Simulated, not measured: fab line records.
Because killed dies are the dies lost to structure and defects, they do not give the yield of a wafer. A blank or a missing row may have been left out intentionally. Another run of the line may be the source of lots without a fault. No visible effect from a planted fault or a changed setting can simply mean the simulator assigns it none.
fab line records ; flow sky130
[record] lots = 13; wafers = 39; lastDay = 51
route steps=708 shown GATE_OXIDE@203 CONTACT@420 CAPM@537 METAL3@567 PAD_OPEN@708
lots that met no fault: from a run of the same line without faults
startH: hours from the record's first day to the start of the lot's first wafer shown ; waitH: hours since the lot's step before ; " the same as in the row above ; L1.1+2: a single row standing in for several wafers ; - either no value or no given start ; * or withheld: withheld ; < > ~ a bound
route shown NAME@n: names a module that has steps shown in the file, with the first one's number in the route ; usual: mean/standard deviation of fault-free wafers ; same: alike in all rows ; chamber/n: place in a boat ; sites: the reading at each site ; _std_site: standard deviation across them ; _edge_site: the outer-site mean with the inner-site mean subtracted ; radiusMm: how far each site lies from the wafer's centre ; mask NAME#n: copy n ; behind: the tool/chamber that last shaped the wafer ; hold: the reason the lot was held/the length of the hold in hours/how it ended ; device: whichever transistor did not switch (one of n, p or np) ; end of line: tests of these same wafers at the route's end ; a step without rows: its recipe alone ; killed: dies that structure and defects cost at the first sort, which is not the same as the wafer's yield ; map: dies across one wafer; x = killed, . = not, _ = none there
set.NAME: the setting the step ran with; set.NAME@STEP: the setting that earlier step ran with ; model.NAME: the simulator's own value behind a step, which no gauge read
a sample of lots followed through the steps of the route, with each step as a table and each wafer as a row
services: the hour from which a tool's chamber was out of use, counted from the record's first day as startH (under 0 if before that day), plus the number of hours and why
[[steps]]
[step SKY_GATE_OXIDE_OXIDATION_16]
[recipe] tempC = 800; ambient = O2; idleTempC = 700; rampUpCPerMin = 10; rampDownCPerMin = 3; stabiliseS = 600; purgeS = 300; targetThkA = 35.7; oxTimeS = 1915
[usual] rampUpCPerMin = 10.000/0.0018; spikeTcBottomC = 819.8/1
lot.wafer;tool;chamber;startH;waitH;rampUpCPerMin;spikeTcBottomC
L874.1;furnace-02;0;341.63;1.2;9.9992;818.5
L874.4;furnace-02;0;341.63;1.2;10.003;818.9
L874.6;furnace-02;0;341.63;1.2;9.9981;818.8
L875.1;furnace-02;0;348.82;0.1;9.9997;819.3
L875.5;furnace-02;0;348.82;0.1;10.003;819.3
L875.6;furnace-02;0;348.82;0.1;10.001;817.8
L876.1;furnace-01;0;349.32;0.0;9.9979;818.4
L876.2;furnace-01;0;349.32;0.0;10.002;819.4
L876.3;furnace-01;0;349.32;0.0;9.9985;820.8
L877.1;furnace-02;0;373.30;0.2;10.001;819.6
L877.2;furnace-02;0;373.30;0.2;9.9998;821.0
L877.6;furnace-02;0;373.30;0.2;10.003;819.3
L878.2;furnace-02;0;373.30;0.0;10.000;821.0
L878.5;furnace-02;0;373.30;0.0;9.9991;818.6
L878.6;furnace-02;0;373.30;0.0;10.003;819.1
L879.3;furnace-02;0;387.42;0.8;10.003;820.3
L879.5;furnace-02;0;387.42;0.8;9.9974;820.7
L879.6;furnace-02;0;387.42;0.8;10.001;820.0
L879.3;furnace-01;0;389.31;0.3;10.001;820.5
L879.5;furnace-01;0;389.31;0.3;10.001;819.1
L879.6;furnace-01;0;389.31;0.3;10.002;821.1
L880.1;furnace-02;0;387.42;1.0;10.001;819.3
L880.3;furnace-02;0;387.42;1.0;9.9994;819.4
L880.4;furnace-02;0;387.42;1.0;9.9975;820.6
L880.1;furnace-01;0;389.31;0.3;10.001;820.8
L880.3;furnace-01;0;389.31;0.3;10.002;820.6
L880.4;furnace-01;0;389.31;0.3;10.001;820.8
L887.3;furnace-02;0;456.22;0.6;9.9996;819.6
L887.5;furnace-02;0;456.22;0.6;9.9992;819.8
L887.6;furnace-02;0;456.22;0.6;10.002;820.5
L891.1;furnace-02;0;480.32;0.0;10.001;819.7
L891.3;furnace-02;0;480.32;0.0;10.001;820.4
L891.4;furnace-02;0;480.32;0.0;10.000;819.3
L892.2;furnace-01;0;486.92;1.1;10.003;822.3
L892.4;furnace-01;0;486.92;1.1;9.9984;818.1
L892.6;furnace-01;0;486.92;1.1;9.9963;819.4
L893.1;furnace-01;0;499.80;0.0;9.9984;819.4
L893.2;furnace-01;0;499.80;0.0;10.002;820.3
L893.5;furnace-01;0;499.80;0.0;10.004;820.7
L894.4;furnace-01;0;511.29;0.7;10.002;819.8
L894.5;furnace-01;0;511.29;0.7;10.001;820.4
L894.6;furnace-01;0;511.29;0.7;9.9998;819.5
L895.1;furnace-01;0;519.67;0.0;10.000;819.1
L895.4;furnace-01;0;519.67;0.0;10.002;820.3
L895.6;furnace-01;0;519.67;0.0;10.001;820.1
[step SKY_CONTACT_CD_MEAS_14]
[recipe] targetCdNm = 170
[usual] cdNm = 169.6/1.5
lot.wafer;tool;chamber;startH;waitH;cdNm
L874.1;cdSem-01;-;768.75;-;168.4
L874.4;cdSem-01;-;768.75;-;169.3
L874.6;cdSem-01;-;768.75;-;167.8
L875.1;cdSem-02;-;777.71;-;168.4
L875.5;cdSem-02;-;777.71;-;169.2
L875.6;cdSem-02;-;777.71;-;169.4
L876.1;cdSem-02;-;778.36;-;168.7
L876.2;cdSem-02;-;778.36;-;167.9
L876.3;cdSem-02;-;778.36;-;169.6
L877.1;cdSem-01;-;798.31;-;170.6
L877.2;cdSem-01;-;798.31;-;168.6
L877.6;cdSem-01;-;798.31;-;170.5
L878.2;cdSem-02;-;801.28;-;167.5
L878.5;cdSem-02;-;801.28;-;169.2
L878.6;cdSem-02;-;801.28;-;168.7
L879.3;cdSem-01;-;810.91;-;171.2
L879.5;cdSem-01;-;810.91;-;173.0
L879.6;cdSem-01;-;810.91;-;172.9
L880.1;cdSem-02;-;812.92;-;171.5
L880.3;cdSem-02;-;812.92;-;171.7
L880.4;cdSem-02;-;812.92;-;170.0
L887.3;cdSem-02;-;871.09;-;169.2
L887.5;cdSem-02;-;871.09;-;170.6
L887.6;cdSem-02;-;871.09;-;171.4
L893.1;cdSem-01;-;913.16;-;167.6
L893.2;cdSem-01;-;913.16;-;167.8
L893.5;cdSem-01;-;913.16;-;169.5
L892.2;cdSem-02;-;914.82;-;170.4
L892.4;cdSem-02;-;914.82;-;169.5
L892.6;cdSem-02;-;914.82;-;169.9
L891.1;cdSem-01;-;915.52;-;169.4
L891.3;cdSem-01;-;915.52;-;170.1
L891.4;cdSem-01;-;915.52;-;170.3
L894.4;cdSem-02;-;919.79;-;169.0
L894.5;cdSem-02;-;919.79;-;168.8
L894.6;cdSem-02;-;919.79;-;167.9
L895.1;cdSem-02;-;927.52;-;170.8
L895.4;cdSem-02;-;927.52;-;171.0
L895.6;cdSem-02;-;927.52;-;171.6
[step SKY_CAPM_CVD_00]
[recipe] material = SiO2; targetThkNm = 15.5; tempC = 400; timeS = withheld; rfW = 450
[usual] heaterPowerW = 692/100
lot.wafer;tool;chamber;startH;waitH;heaterPowerW
L874.1;pecvd-01;0;882.01;0.0;649
L874.4;pecvd-01;1;882.01;0.0;661
L874.6;pecvd-01;0;882.01;0.0;676
L875.1;pecvd-01;1;891.74;0.0;648
L875.5;pecvd-01;0;891.74;0.0;636
L875.6;pecvd-01;1;891.74;0.0;658
L876.1;pecvd-02;2;892.06;0.0;508
L876.2;pecvd-02;1;892.06;0.0;691
L876.3;pecvd-02;0;892.06;0.0;678
L877.1;pecvd-04;2;910.57;0.0;881
L877.2;pecvd-04;0;910.57;0.0;808
L877.6;pecvd-04;1;910.57;0.0;935
L878.2;pecvd-02;2;913.60;0.0;569
L878.5;pecvd-02;0;913.60;0.0;587
L878.6;pecvd-02;1;913.60;0.0;622
L879.3;pecvd-01;0;923.28;0.0;723
L879.5;pecvd-01;2;923.28;0.0;621
L879.6;pecvd-01;0;923.28;0.0;733
L880.1;pecvd-04;0;926.29;0.0;873
L880.3;pecvd-04;2;926.29;0.0;877
L880.4;pecvd-04;1;926.29;0.0;908
L887.3;pecvd-01;2;980.70;0.0;689
L887.5;pecvd-01;2;980.70;0.0;677
L887.6;pecvd-01;1;980.70;0.0;629
L893.1;pecvd-02;0;1020.13;0.0;637
L893.2;pecvd-02;2;1020.13;0.0;524
L893.5;pecvd-02;1;1020.13;0.0;569
L892.2;pecvd-04;2;1021.13;0.0;809
L892.4;pecvd-04;0;1021.13;0.0;818
L892.6;pecvd-04;0;1021.13;0.0;861
L891.1;pecvd-01;2;1022.10;0.0;694
L891.3;pecvd-01;1;1022.10;0.0;668
L891.4;pecvd-01;0;1022.10;0.0;630
L894.4;pecvd-01;0;1026.74;0.0;709
L894.5;pecvd-01;1;1026.74;0.0;567
L894.6;pecvd-01;2;1026.74;0.0;670
L895.1;pecvd-02;1;1032.41;0.0;642
L895.4;pecvd-02;0;1032.41;0.0;647
L895.6;pecvd-02;1;1032.41;0.0;643
[step SKY_METAL3_ETCH_17]
[recipe] target = SiO2; stopOn = TiN; chemistry = C4F8/O2/Ar; sourceW = 1500; biasW = 1200; pressureMtorr = 40; c4f8FlowSccm = withheld; O2_flow_sccm = 6; Ar_flow_sccm = 300; timeS = 3.9; targetDepthA = 150
[usual] oesProductAu = 0.754/0.0065
lot.wafer;tool;chamber;startH;waitH;oesProductAu;rfHoursCounterH
L874.1;rieDiel-04;3;935.18;0.1;0.744;12
L874.4;rieDiel-04;2;935.18;0.1;0.757;-
L874.6;rieDiel-04;1;935.18;0.1;0.756;-
L876.1;rieDiel-02;2;944.78;0.1;0.752;18
L876.2;rieDiel-02;1;944.78;0.1;0.745;15
L876.3;rieDiel-02;0;944.78;0.1;0.743;8
L875.1;rieDiel-04;2;945.26;0.2;0.744;6
L875.5;rieDiel-04;1;945.26;0.2;0.761;-
L875.6;rieDiel-04;2;945.26;0.2;0.754;-
L877.1;rieDiel-04;3;961.56;0.1;0.752;13
L877.2;rieDiel-04;2;961.56;0.1;0.752;6
L877.6;rieDiel-04;2;961.56;0.1;0.747;-
L878.2;rieDiel-02;3;964.96;0.1;0.749;29
L878.5;rieDiel-02;0;964.96;0.1;0.755;-
L878.6;rieDiel-02;1;964.96;0.1;0.753;-
L879.3;rieDiel-01;2;974.38;0.0;0.756;4
L879.5;rieDiel-01;1;974.38;0.0;0.756;-
L879.6;rieDiel-01;0;974.38;0.0;0.755;-
L880.1;rieDiel-02;3;976.86;0.1;0.751;29
L880.3;rieDiel-02;0;976.86;0.1;0.742;9
L880.4;rieDiel-02;1;976.86;0.1;0.750;-
L887.3;rieDiel-04;3;1028.68;0.0;0.752;15
L887.5;rieDiel-04;1;1028.68;0.0;0.752;-
L887.6;rieDiel-04;0;1028.68;0.0;0.764;-
L893.1;rieDiel-01;2;1066.91;0.2;0.746;7
L893.2;rieDiel-01;0;1066.91;0.2;0.754;17
L893.5;rieDiel-01;0;1066.91;0.2;0.754;-
L892.2;rieDiel-04;0;1067.31;0.1;0.756;7
L892.4;rieDiel-04;1;1067.31;0.1;0.765;-
L892.6;rieDiel-04;0;1067.31;0.1;0.760;-
L891.1;rieDiel-04;0;1069.18;0.1;0.747;7
L891.3;rieDiel-04;1;1069.18;0.1;0.760;13
L891.4;rieDiel-04;0;1069.18;0.1;0.762;-
L894.4;rieDiel-01;1;1073.58;0.0;0.760;20
L894.5;rieDiel-01;3;1073.58;0.0;0.768;-
L894.6;rieDiel-01;0;1073.58;0.0;0.751;-
L895.1;rieDiel-01;2;1078.98;0.1;0.753;8
L895.4;rieDiel-01;3;1078.98;0.1;0.756;8
L895.6;rieDiel-01;2;1078.98;0.1;0.753;-
[step SKY_PAD_OPEN_PROBE_99]
[usual] killed_at_M0_to_M3 = 43/6.6; killed_at_M4_up = 3.1/1.9; killedAtContacts = 24/5.2; killedAtFrontEnd = 16/4.5; killedAtOther = 0.4/0.62; killedDies = 87/9; killedOpen = 48/7; killedShort = 39/6.2
[same] grossDies = 492; killedAtBackSide = 0
lot.wafer;tool;chamber;startH;waitH;killed_at_M0_to_M3;killed_at_M4_up;killedAtContacts;killedAtFrontEnd;killedAtOther;killedDies;killedOpen;killedShort
L880.4;prober-01;-;1143.31;0.2;38;2;25;25;0;90;56;34
// killed by level:class
L880.4 CONTACT:geometricParticle:open=11 VIA1:geometricParticle:open=10 VIA3:geometricParticle:open=7 POLY_GATE:geometricParticle:short=6 CONTACT:geometricParticle:short=6 FIELD_ISO:geometricParticle:open=5 POLY_GATE:geometricParticle:open=5 LI_CONTACT:geometricParticle:open=5
[[services]]
tool;chamber;startH;hours;kind
pecvd-01;-;328.58;2.8;pm
furnace-01;-;365.99;3.8;pm
rieDiel-04;2;456.52;4.5;repair
rieDiel-04;-;467.41;14.6;pm
furnace-02;-;476.16;3.7;pm
furnace-01;-;483.89;3.0;pm
furnace-02;-;486.93;3.7;pm
rieDiel-04;0;539.14;10.6;repair
rieDiel-04;2;578.71;6.9;repair
furnace-02;-;644.50;2.6;pm
furnace-01;-;647.10;3.5;pm
furnace-01;-;651.91;3.1;pm
rieDiel-04;0;656.28;6.3;repair
furnace-02;-;767.61;3.6;pm
furnace-02;-;812.16;2.7;pm
furnace-01;-;819.48;2.5;pm
furnace-01;-;928.77;4.5;pm
furnace-01;-;952.31;7.0;pm
furnace-02;-;980.16;3.8;pm
furnace-01;-;980.20;11.9;repair
furnace-01;-;992.07;2.8;pm
furnace-02;-;996.14;2.1;pm
furnace-01;-;1007.82;13.1;repair
furnace-02;-;1049.36;3.1;pm
[[key]]
[firstSign] step = SKY_GATE_OXIDE_OXIDATION_16; reading = visit; direction = added
effect none on later readings
metAt SKY_GATE_OXIDE_OXIDATION_16
struckLots L879,L880
testerLeftOut L879,L880
notActingAt SKY_CONTACT_CD_MEAS_14,SKY_CAPM_CVD_00,SKY_METAL3_ETCH_17
[fault] kind = repeatedStepWhole; tool = furnace-01,furnace-02; chamber = -; onsetH = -; steps = SKY_GATE_OXIDE_OXIDATION_16; times = 1; scope = struckLotsOnly
// testerLeftOut: of these lots the tester's yield and bins aren't shown, on N5 and GAA mostly nor the transistor test; their killed dies are dies lost to structure and defects alone, not to doping, threshold or leakage, so they don't give the yield
